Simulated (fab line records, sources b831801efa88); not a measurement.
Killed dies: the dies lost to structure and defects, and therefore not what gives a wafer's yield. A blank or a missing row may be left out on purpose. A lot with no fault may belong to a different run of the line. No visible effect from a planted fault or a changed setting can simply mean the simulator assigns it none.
Which tool was responsible? ; flow gf180mcu ; 14 lots with 42 wafers sampled at 3 steps, on a route of 602 steps

WHAT THE GAUGES READ, wafer by wafer
GF_TOP_METAL_OVL_MEAS_15. Usual: TOP_METAL_OVL -0.2 nm, standard deviation 1.4.
lot;measured;on;TOP_METAL_OVL (nm);flag
L613;day 28 20:53;overlay-02;-0.9 -1.7 -1.2;
L616;day 30 08:37;overlay-01;3.0 1.4 0.4;
L617;day 30 12:25;overlay-02;-0.7 -0.7 1.3;
L621;day 31 05:07;overlay-02;0.5 -2.0 -2.0;
L624;day 32 10:26;overlay-02;- - -;OFF
L625;day 32 10:34;overlay-01;- - -;OFF
L626;day 32 17:00;overlay-01;-0.9 -0.5 0.7;
L627;day 33 01:16;overlay-02;-1.5 -0.2 -1.2;
L628;day 33 13:07;overlay-01;-1.3 1.2 -0.9;
L629;day 33 15:15;overlay-01;0.0 1.0 1.4;
L631;day 33 22:07;overlay-02;0.6 -1.4 -0.4;
L632;day 34 04:59;overlay-01;0.5 2.1 0.5;
L633;day 34 12:18;overlay-02;-1.0 -1.1 -1.4;
L634;day 34 23:37;overlay-01;0.4 0.8 0.1;

WHAT TOOL EACH LOT RAN ON (gives the tool, then ch and the chambers of the sampled wafers, and finally the start)
lot;GF_V5_SPUTTER_22;GF_TOP_METAL_EXPOSE_11
L613;pvdSputter-01, day 28 00:10;ilineStepper-01 ch 0, day 28 10:43
L616;pvdSputter-01, day 29 13:22;ilineStepper-01 ch 0, day 29 23:17
L617;pvdSputter-01, day 29 16:52;ilineStepper-02 ch 0, day 30 02:50
L621;pvdSputter-01, day 30 10:23;ilineStepper-02 ch 0, day 30 20:22
L624;pvdSputter-01, day 31 16:01;ilineStepper-02, day 32 02:06
L625;pvdSputter-01, day 31 16:26;ilineStepper-01, day 32 02:22
L626;pvdSputter-01, day 31 23:48;ilineStepper-01 ch 0, day 32 09:22
L627;pvdSputter-03, day 32 07:37;ilineStepper-02 ch 0, day 32 16:16
L628;pvdSputter-01, day 32 19:49;ilineStepper-01 ch 0, day 33 05:23
L629;pvdSputter-01, day 32 23:17;ilineStepper-01 ch 0, day 33 07:26
L631;pvdSputter-03, day 33 05:32;ilineStepper-01 ch 0, day 33 14:14
L632;pvdSputter-01, day 33 12:46;ilineStepper-02 ch 0, day 33 21:52
L633;pvdSputter-04, day 33 19:23;ilineStepper-01 ch 0, day 34 03:29
L634;pvdSputter-03, day 34 08:31;ilineStepper-01 ch 0, day 34 16:53
- GF_V5_SPUTTER_22: material TiN, target thk 10 nm, time 40 s.
- GF_TOP_METAL_EXPOSE_11: exposes mask MetalTop, target cd 440 nm.

AS READ BY THE TOOLS THEMSELVES (means over the sampled wafers that have a number; for cases with no such wafer, the mark the record gives instead)
GF_V5_SPUTTER_22. Usual: throttleValvePct 29.8 %, standard deviation 1.5.
lot;tool;throttleValvePct (%);flag
L613;pvdSputter-01;29.2;
L616;pvdSputter-01;28.6;
L617;pvdSputter-01;28.1;
L621;pvdSputter-01;29.6;
L624;pvdSputter-01;30.3;
L625;pvdSputter-01;30.5;
L626;pvdSputter-01;28.3;
L627;pvdSputter-03;30.7;
L628;pvdSputter-01;29.8;
L629;pvdSputter-01;30.0;
L631;pvdSputter-03;30.5;
L632;pvdSputter-01;29.9;
L633;pvdSputter-04;29.7;
L634;pvdSputter-03;30.8;

GF_TOP_METAL_EXPOSE_11. Usual: exposureDoseMJCm2 170.57, standard deviation 0.14; focusOffsetNm 0.0 nm, standard deviation 0.55; reticleTempC 23.00 C, standard deviation 0.12.
lot;tool;exposureDoseMJCm2;focusOffsetNm (nm);reticleTempC (C);flag
L613;ilineStepper-01;170.53;-0.3;22.88;
L616;ilineStepper-01;170.45;-0.1;23.02;
L617;ilineStepper-02;170.61;-0.5;22.94;
L621;ilineStepper-02;170.57;-0.3;23.05;
L624;ilineStepper-02;-;-;-;OFF
L625;ilineStepper-01;-;-;-;OFF
L626;ilineStepper-01;170.53;-0.9;22.84;
L627;ilineStepper-02;170.55;0.1;22.99;
L628;ilineStepper-01;170.52;0.1;22.93;
L629;ilineStepper-01;170.49;-0.5;23.02;
L631;ilineStepper-01;170.68;0.4;22.73;
L632;ilineStepper-02;170.52;-0.2;23.02;
L633;ilineStepper-01;170.52;-0.4;23.02;
L634;ilineStepper-01;170.52;-0.4;23.09;

THE ANSWER, worked out from the rows above alone
Rule: a lot counts as off when the mean over its wafers that have a number is more than 3 standard deviations away from the usual mean. A lot without any number at a reading at which 4 lots or more have one is off too. Where the step has rows for the other lots, those lots are counted as sound. After the gauges, taken in route order, come the tools' own readings; for these a lot's mean is taken, as printed above. At the first step where some lot is off, the reading lying furthest off is the one used; lots without a number count as furthest.
Off: L624, L625, seen at GF_TOP_METAL_OVL_MEAS_15 (TOP_METAL_OVL). Without a number there: L624, L625.
If a tool, at a process step before that reading, ran all the lots that are off and no sound lot after the first of them, it fits. The gauges at GF_TOP_METAL_OVL_MEAS_15 aren't tried: what is off there is off at GF_TOP_METAL_EXPOSE_11 too, on other tools, and a gauge's error can't cause that. Of those tried, none fits.

WHAT HAD BEEN PUT IN BY THE SIMULATOR
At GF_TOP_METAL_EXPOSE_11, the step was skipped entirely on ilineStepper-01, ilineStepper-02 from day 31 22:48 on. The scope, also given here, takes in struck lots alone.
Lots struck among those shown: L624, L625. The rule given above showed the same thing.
